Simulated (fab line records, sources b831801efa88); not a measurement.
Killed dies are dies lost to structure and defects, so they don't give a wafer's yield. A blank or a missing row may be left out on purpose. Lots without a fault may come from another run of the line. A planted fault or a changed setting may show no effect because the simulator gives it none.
One fault seen from 2 desks | flow sfq_line | each desk has only its own numbers; what lay behind them comes last

THE TOOL OWNER'S DESK: cmp-01
The tool's own readings at SFQ_TRILAYER_I7_CMP_CMP_184 (polishes SiO2): means of the sampled wafers that have a number, for each lot that ran on this tool. A lot is out of limits, marked OUT, if its mean lies more than 4 standard deviations from the usual mean; the brackets give that distance.
Columns: A = head_pressure_psi at SFQ_TRILAYER_I7_CMP_CMP_184, usual 3.001 psi; B = motor_current_A at SFQ_TRILAYER_I7_CMP_CMP_184, usual 9.7 A; C = time_to_endpoint_s at SFQ_TRILAYER_I7_CMP_CMP_184, usual 212 s
lot  | first seen here | A     | B   | C
L654 | day 79 22:02    | 3.000 | 9.1 | 216
L657 | day 80 20:52    | 3.005 | 9.4 | 221
L660 | day 81 18:52    | 2.999 | 9.5 | 213
L662 | day 81 23:28    | 3.003 | 9.2 | 215
L664 | day 82 03:17    | 3.003 | 8.8 | 219
L665 | day 82 05:17    | 2.995 | 8.7 | 241 (+4.7) OUT
L667 | day 82 08:47    | 3.003 | 9.0 | 238 (+4.1) OUT
L668 | day 83 22:37    | 3.003 | 9.9 | 208
This desk's finding: out of limits on L665, L667; first on L665, day 82 05:17 (time_to_endpoint_s at SFQ_TRILAYER_I7_CMP_CMP_184). In limits: L654, L657, L660, L662, L664, L668.

THE METROLOGY DESK
What the gauges read, lot by lot, whatever tool the lot ran on: means of the sampled wafers that have a number. A lot is out of limits, marked OUT, if its mean lies more than 4 standard deviations from the usual mean; the brackets give that distance.
Columns: A = M7_NB_RS at SFQ_M7_RS_MEAS_943, usual 0.885 ohm/sq
lot  | first seen here | A
L653 | day 77 08:31    | 0.906
L654 | day 78 16:43    | 0.870
L655 | day 78 23:49    | 0.894
L657 | day 80 06:23    | 0.885
L658 | day 80 09:56    | 0.890
L659 | day 81 12:31    | 0.872
L660 | day 81 14:46    | 0.879
L662 | day 81 18:35    | 0.882
L663 | day 81 19:35    | 0.884
L664 | day 81 20:47    | 0.899
L665 | day 81 23:11    | 0.886
L666 | day 82 00:22    | 0.862
L667 | day 82 01:32    | 0.880
L668 | day 83 15:58    | 0.884
This desk's finding: nothing out of limits on any of the 14 lots.

PUT TOGETHER
The tool owner's desk could have raised an alarm at day 82 05:17, on L665, L667.
The metrology desk saw nothing out of limits.
The metrology desk has L665, L667 on record, within its limits.
Of the lots named, all ran SFQ_TRILAYER_I7_CMP_CMP_184 on cmp-01.

WHAT THE SIMULATOR HAD PUT IN
Process parameter drift: cmp-01, from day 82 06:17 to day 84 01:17, at SFQ_TRILAYER_I7_CMP_CMP_184. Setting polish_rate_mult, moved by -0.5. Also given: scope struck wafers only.
Lots struck among those shown: L665, L667.
